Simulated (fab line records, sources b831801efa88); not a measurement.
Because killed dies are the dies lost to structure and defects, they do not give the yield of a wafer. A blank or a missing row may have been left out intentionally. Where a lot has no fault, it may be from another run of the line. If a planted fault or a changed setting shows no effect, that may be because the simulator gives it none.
fab line records    flow sky130
[record] lots = 12  wafers = 36  last-day = 50
route steps=708 shown POLY_GATE@213 RES_PROTECT@214 CONTACT@429 VIA1@481
lots with no fault: from the same line, run without faults
start-h: start of the lot's first displayed wafer, in hours after the record's first day    wait-h: hours since the lot's step before    " same as the row above    L1.1+2: a single row standing in for several wafers    - either no value or no given start    * or withheld: withheld    < > ~ a bound
route shown NAME@n: names a module that has steps shown in the file, with the first one's number in the route    usual: mean/standard deviation taken from wafers without a fault    same: alike in all rows    chamber/n: place in a boat    sites: readings site by site    _std_site: standard deviation across them    _edge_site: inner sites' mean taken away from outer sites' mean    radius-mm: for every site, how far away it sits from the centre of the wafer    mask NAME#n: copy n    behind: the most recent tool/chamber to have shaped the wafer    hold: reason for holding the lot/hours on hold/outcome of the hold    device: which transistor (n, p or np) failed to switch    end of line: tests run on the same wafers once the route is complete    a step given without rows: its recipe and nothing more    killed: count of dies lost to structure and defects at first sort (not the wafer's yield)    map: a wafer's dies, x killed, . not, _ none there
set.NAME: the setting the step ran with; set.NAME@STEP: the setting that earlier step ran with    model.NAME: the simulator's own value behind a step, which no gauge read
steps of the route over a sample of lots; a table a step, a row a wafer
services: the hour from which a tool's chamber was out of use, counted from the record's first day as start-h (under 0 if before that day), plus the number of hours and why
[[steps]]
[step SKY_POLY_GATE_IMPLANT_02]
[recipe] species = P  energy-kev = 30  dose-cm2 = 7.7e+15  tilt-deg = 0
[usual] beam-on-s = 34.8/0.76  end-station-pressure-torr = 1.1e-05/5.6e-07  faraday-current-uA = 12182/260
lot.wafer  tool          chamber  start-h  wait-h  beam-on-s  end-station-pressure-torr  faraday-current-uA
L835.1     implanter-04  0        358.40   0.1     34.5       1.09e-05                   12310
L835.2     "             0        "        "       34.8       1.15e-05                   12160
L835.5     "             0        "        "       34.1       1.09e-05                   12429
L836.3     implanter-04  0        375.10   0.1     36.3       3.78e-05                   11539
L836.5     "             0        "        "       38.6       3.61e-05                   10867
L836.6     "             0        "        "       37.0       3.77e-05                   11378
L837.1     implanter-04  0        388.15   0.1     38.7       4.03e-05                   10786
L837.3     "             0        "        "       37.1       3.78e-05                   11311
L837.4     "             0        "        "       37.2       3.81e-05                   11271
L845.1     implanter-01  0        462.40   0.1     35.8       1.2e-05                    11912
L845.2     "             0        "        "       34.5       1.12e-05                   12280
L845.4     "             0        "        "       35.9       1.1e-05                    11876
L847.1     implanter-02  0        467.20   0.1     33.8       1.03e-05                   12505
L847.3     "             0        "        "       33.8       1.14e-05                   12546
L847.6     "             0        "        "       34.7       1.19e-05                   12229
L848.1     implanter-02  0        469.35   0.1     35.3       1.09e-05                   12022
L848.2     "             0        "        "       34.4       1.13e-05                   12341
L848.5     "             0        "        "       36.4       1.12e-05                   11686
L850.3     implanter-04  0        515.30   0.1     34.7       1.16e-05                   12185
L850.4     "             0        "        "       34.7       1.06e-05                   12224
L850.5     "             0        "        "       37.1       1.09e-05                   11403
L851.1     implanter-02  0        516.15   0.1     35.2       1.02e-05                   12003
L851.4     "             0        "        "       34.6       1.12e-05                   12232
L851.5     "             0        "        "       35.0       1.07e-05                   12145
L852.3     implanter-04  0        517.70   0.1     34.3       1.09e-05                   12368
L852.4     "             0        "        "       35.1       1e-05                      12121
L852.6     "             0        "        "       33.5       1.04e-05                   12618
L853.1     implanter-04  0        526.65   0.1     35.7       1.03e-05                   11910
L853.2     "             0        "        "       35.2       1.03e-05                   12124
L853.3     "             0        "        "       34.8       1.05e-05                   12184
L854.2     implanter-04  0        533.22   0.1     34.8       1.1e-05                    12203
L854.3     "             0        "        "       34.9       1.23e-05                   12224
L854.4     "             0        "        "       33.7       1.07e-05                   12581
L855.2     implanter-04  0        539.07   0.1     34.2       1.04e-05                   12408
L855.5     "             0        "        "       35.4       1.13e-05                   11962
L855.6     "             0        "        "       34.7       1.18e-05                   12271
[step SKY_RES_PROTECT_STRIP_07]
[recipe] chemistry = O2/N2  power-w = 1400  pressure-mtorr = 1500  platen-temp-c = withheld  o2-flow-sccm = 3000  n2-flow-sccm = 300  overash-fraction = 0.5
[usual] drypump-motor-current-A = 6.2/0.34  oes-product-au = 0.517/0.0046  strip-time-to-endpoint-s = 23.29/0.042
lot.wafer  tool             chamber  start-h  wait-h  drypump-motor-current-A  oes-product-au  rf-hours-counter-h  strip-time-to-endpoint-s
L835.1     plasma-asher-03  1        358.55   0.1     6.0                      0.524           68                  23.35
L835.2     "                0        "        "       6.1                      0.526           68                  23.30
L835.5     "                0        "        "       6.1                      0.519           -                   23.37
L836.3     plasma-asher-02  1        375.23   0.1     6.0                      0.513           -                   23.54
L836.5     "                1        "        "       6.0                      0.515           -                   23.56
L836.6     "                0        "        "       6.3                      0.515           -                   23.57
L837.1     plasma-asher-04  0        388.30   0.1     6.8                      0.519           72                  23.56
L837.3     "                1        "        "       5.8                      0.513           -                   23.56
L837.4     "                0        "        "       6.8                      0.507           -                   23.59
L845.1     plasma-asher-04  0        462.55   0.1     6.8                      0.521           3                   23.32
L845.2     "                1        "        "       5.8                      0.515           3                   23.38
L845.4     "                0        "        "       6.8                      0.519           -                   23.32
L847.1     plasma-asher-02  1        467.35   0.1     6.0                      0.516           63                  23.26
L847.3     "                0        "        "       6.3                      0.514           -                   23.31
L847.6     "                0        "        "       6.3                      0.524           -                   23.25
L848.1     plasma-asher-03  1        469.50   0.1     6.0                      0.518           79                  23.28
L848.2     "                0        "        "       6.1                      0.515           79                  23.26
L848.5     "                1        "        "       6.0                      0.502           -                   23.28
L850.3     plasma-asher-02  1        515.43   0.1     6.0                      0.524           -                   23.32
L850.4     "                0        "        "       6.3                      0.518           -                   23.32
L850.5     "                1        "        "       6.0                      0.520           -                   23.31
L851.1     plasma-asher-03  1        516.30   0.1     6.0                      0.523           84                  23.20
L851.4     "                0        "        "       6.1                      0.523           -                   23.23
L851.5     "                0        "        "       6.1                      0.521           -                   23.23
L852.3     plasma-asher-04  1        517.83   0.1     5.8                      0.520           -                   23.26
L852.4     "                0        "        "       6.9                      0.522           -                   23.28
L852.6     "                1        "        "       5.8                      0.517           -                   23.26
L853.1     plasma-asher-03  1        526.80   0.1     6.0                      0.516           85                  23.34
L853.2     "                0        "        "       6.1                      0.517           85                  23.34
L853.3     "                0        "        "       6.1                      0.521           -                   23.32
L854.2     plasma-asher-04  1        533.35   0.1     5.8                      0.527           10                  23.32
L854.3     "                0        "        "       6.9                      0.521           -                   23.29
L854.4     "                1        "        "       5.8                      0.516           -                   23.27
L855.2     plasma-asher-02  1        539.20   0.1     6.1                      0.516           69                  23.31
L855.5     "                0        "        "       6.3                      0.509           -                   23.27
L855.6     "                1        "        "       6.0                      0.515           -                   23.32
[step SKY_CONTACT_SPUTTER_23]
[recipe] material = TiN  target-thk-nm = 20  chamber-pressure-pa = 5  power-w = 4000  time-s = 80
[usual] throttle-valve-pct = 30.4/0.9
lot.wafer  tool            chamber  start-h  wait-h  throttle-valve-pct
L835.1     pvd-sputter-04  -        751.99   0.0     28.6
L835.2     "               -        "        "       30.6
L835.5     "               -        "        "       31.5
L836.3     pvd-sputter-02  -        769.82   0.0     31.4
L836.5     "               -        "        "       29.8
L836.6     "               -        "        "       31.3
L837.1     pvd-sputter-04  -        784.09   0.0     28.4
L837.3     "               -        "        "       31.0
L837.4     "               -        "        "       30.3
L845.1     pvd-sputter-04  -        845.46   0.0     31.5
L845.2     "               -        "        "       30.8
L845.4     "               -        "        "       28.3
L847.1     pvd-sputter-03  -        849.74   0.0     29.0
L847.3     "               -        "        "       30.9
L847.6     "               -        "        "       30.1
L848.1     pvd-sputter-04  -        855.80   0.0     30.8
L848.2     "               -        "        "       30.2
L848.5     "               -        "        "       30.4
L850.3     pvd-sputter-03  -        890.39   0.0     29.2
L850.4     "               -        "        "       30.1
L850.5     "               -        "        "       29.9
L851.1     pvd-sputter-02  -        893.83   0.0     30.7
L851.4     "               -        "        "       31.2
L851.5     "               -        "        "       31.3
L852.3     pvd-sputter-03  -        895.93   0.0     29.4
L852.4     "               -        "        "       29.9
L852.6     "               -        "        "       30.9
L853.1     pvd-sputter-03  -        900.44   0.0     30.4
L853.2     "               -        "        "       30.9
L853.3     "               -        "        "       29.2
L854.2     pvd-sputter-02  -        907.21   0.0     29.8
L854.3     "               -        "        "       30.8
L854.4     "               -        "        "       30.8
L855.2     pvd-sputter-03  -        909.49   0.0     29.2
L855.5     "               -        "        "       30.3
L855.6     "               -        "        "       29.8
[step SKY_CONTACT_CVD_24]
[recipe] material = W  target-thk-nm = 340  time-s = 102.12  temp-c = 400  pressure-torr = 40
[usual] heater-power-w = 826/110  susceptor-temp-C = 399.99/0.23
lot.wafer  tool      chamber  start-h  wait-h  heater-power-w  susceptor-temp-C
L835.1     cvd-w-01  0        752.05   0.0     952             400.20
L835.2     "         1        "        "       685             399.97
L835.5     "         0        "        "       943             400.18
L836.3     cvd-w-01  0        769.92   0.1     951             399.88
L836.5     "         0        "        "       977             400.10
L836.6     "         1        "        "       677             400.00
L837.1     cvd-w-01  0        784.16   0.0     957             399.77
L837.3     "         1        "        "       699             400.22
L837.4     "         0        "        "       948             399.55
L845.1     cvd-w-01  0        845.52   0.0     956             400.38
L845.2     "         1        "        "       693             400.29
L845.4     "         1        "        "       693             399.84
L847.1     cvd-w-01  1        849.89   0.1     694             400.06
L847.3     "         0        "        "       912             399.83
L847.6     "         1        "        "       705             400.18
L848.1     cvd-w-02  1        855.86   0.0     815             400.22
L848.2     "         0        "        "       865             399.87
L848.5     "         1        "        "       794             399.82
L850.3     cvd-w-01  0        890.48   0.1     952             399.94
L850.4     "         1        "        "       710             400.06
L850.5     "         1        "        "       692             400.11
L851.1     cvd-w-01  1        893.89   0.0     681             400.12
L851.4     "         1        "        "       693             400.17
L851.5     "         1        "        "       698             400.12
L852.3     cvd-w-01  1        896.03   0.1     713             400.29
L852.4     "         0        "        "       938             399.63
L852.6     "         0        "        "       951             399.87
L853.1     cvd-w-01  0        900.50   0.0     937             400.10
L853.2     "         1        "        "       688             399.96
L853.3     "         1        "        "       692             399.87
L854.2     cvd-w-01  1        907.27   0.0     680             400.21
L854.3     "         1        "        "       705             399.81
L854.4     "         0        "        "       956             399.67
L855.2     cvd-w-01  1        909.55   0.0     679             400.11
L855.5     "         0        "        "       941             399.99
L855.6     "         1        "        "       714             400.14
[step SKY_VIA1_THK_MEAS_23]
[recipe] thk-meas-gauge = xrf  reads = W_of_VIA1_CVD_21
[usual] VIA1_W_THK = 278.6/3
lot.wafer  tool           chamber  start-h  wait-h  VIA1_W_THK[nm]
L835.1     film-metro-04  -        809.30   0.1     280.2
L835.2     "              -        "        "       281.9
L835.5     "              -        "        "       280.2
L836.3     film-metro-01  -        825.76   0.1     282.0
L836.5     "              -        "        "       283.5
L836.6     "              -        "        "       279.9
L837.1     film-metro-04  -        840.63   0.1     281.5
L837.3     "              -        "        "       279.3
L837.4     "              -        "        "       276.0
L845.1     film-metro-04  -        900.86   0.1     277.8
L845.2     "              -        "        "       277.8
L845.4     "              -        "        "       276.7
L847.1     film-metro-01  -        905.39   0.1     282.3
L847.3     "              -        "        "       283.7
L847.6     "              -        "        "       282.6
L848.1     film-metro-04  -        909.88   0.1     279.6
L848.2     "              -        "        "       277.7
L848.5     "              -        "        "       285.4
L850.3     film-metro-04  -        943.08   0.1     275.2
L850.4     "              -        "        "       277.2
L850.5     "              -        "        "       275.0
L851.1     film-metro-03  -        946.92   0.1     278.3
L851.4     "              -        "        "       275.9
L851.5     "              -        "        "       275.7
L852.3     film-metro-01  -        949.30   0.1     278.6
L852.4     "              -        "        "       274.3
L852.6     "              -        "        "       280.2
L853.1     film-metro-03  -        953.47   0.1     275.2
L853.2     "              -        "        "       276.3
L853.3     "              -        "        "       272.4
L854.2     film-metro-03  -        960.21   0.1     276.8
L854.3     "              -        "        "       277.3
L854.4     "              -        "        "       276.2
L855.2     film-metro-03  -        961.57   0.1     282.4
L855.5     "              -        "        "       281.0
L855.6     "              -        "        "       280.1
[[services]]
tool            chamber  start-h  hours  kind
pvd-sputter-04  -        367.95   2.6    repair
implanter-04    -        371.76   2.8    repair
cvd-w-01        -        390.00   14.0   pm
implanter-04    -        399.49   2.7    repair
implanter-04    -        413.85   6.4    repair
pvd-sputter-03  -        435.86   1.6    repair
cvd-w-01        -        466.44   2.8    pm
pvd-sputter-03  -        548.95   2.1    repair
implanter-04    -        552.04   3.9    repair
implanter-04    -        603.66   3.4    pm
pvd-sputter-03  -        620.96   12.2   repair
pvd-sputter-03  -        649.45   2.1    repair
pvd-sputter-03  -        657.82   1.9    repair
pvd-sputter-03  -        676.66   3.6    repair
implanter-04    -        724.98   8.3    repair
implanter-04    -        726.34   3.1    repair
cvd-w-01        -        745.03   0.8    repair
cvd-w-01        0        788.48   3.7    repair
cvd-w-01        -        818.05   8.5    repair
cvd-w-01        1        858.55   10.5   repair
cvd-w-01        -        863.72   14.6   pm
pvd-sputter-03  -        875.78   9.2    repair
cvd-w-01        -        878.32   6.9    pm
pvd-sputter-03  -        906.00   1.7    repair
[[key]]
[first-sign] step = SKY_POLY_GATE_IMPLANT_02  reading = end-station-pressure-torr  direction = up  sigmas = 48  usual = 1.1e-05  struck = 3.8e-05
[effect] step = SKY_POLY_GATE_IMPLANT_02  reading = faraday-current-uA  direction = down  sigmas = 3.7  usual = 12182  struck = 11192
[effect] step = SKY_RES_PROTECT_STRIP_07  reading = strip-time-to-endpoint-s  direction = up  sigmas = 6.5  usual = *  struck = *
met-at SKY_POLY_GATE_IMPLANT_02
struck-lots L836,L837
tester-left-out L836,L837
not-acting-at SKY_CONTACT_SPUTTER_23,SKY_CONTACT_CVD_24,SKY_VIA1_THK_MEAS_23
onset-between 358.40 375.10
[fault] kind = process-parameter-drift  tool = implanter-04  chamber = -  onset-h = 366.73  steps = SKY_POLY_GATE_IMPLANT_02  channel = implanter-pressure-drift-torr  offset = 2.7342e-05  shape = step  end-h = 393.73
[fault] kind = process-parameter-drift  tool = implanter-04  chamber = -  onset-h = 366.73  steps = SKY_POLY_GATE_IMPLANT_02  channel = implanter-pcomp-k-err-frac  offset = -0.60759  shape = step  end-h = 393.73
// tester-left-out: of these lots the tester's yield and bins aren't shown, on N5 and GAA mostly nor the transistor test; their killed dies are dies lost to structure and defects alone, not to doping, threshold or leakage, so they don't give the yield
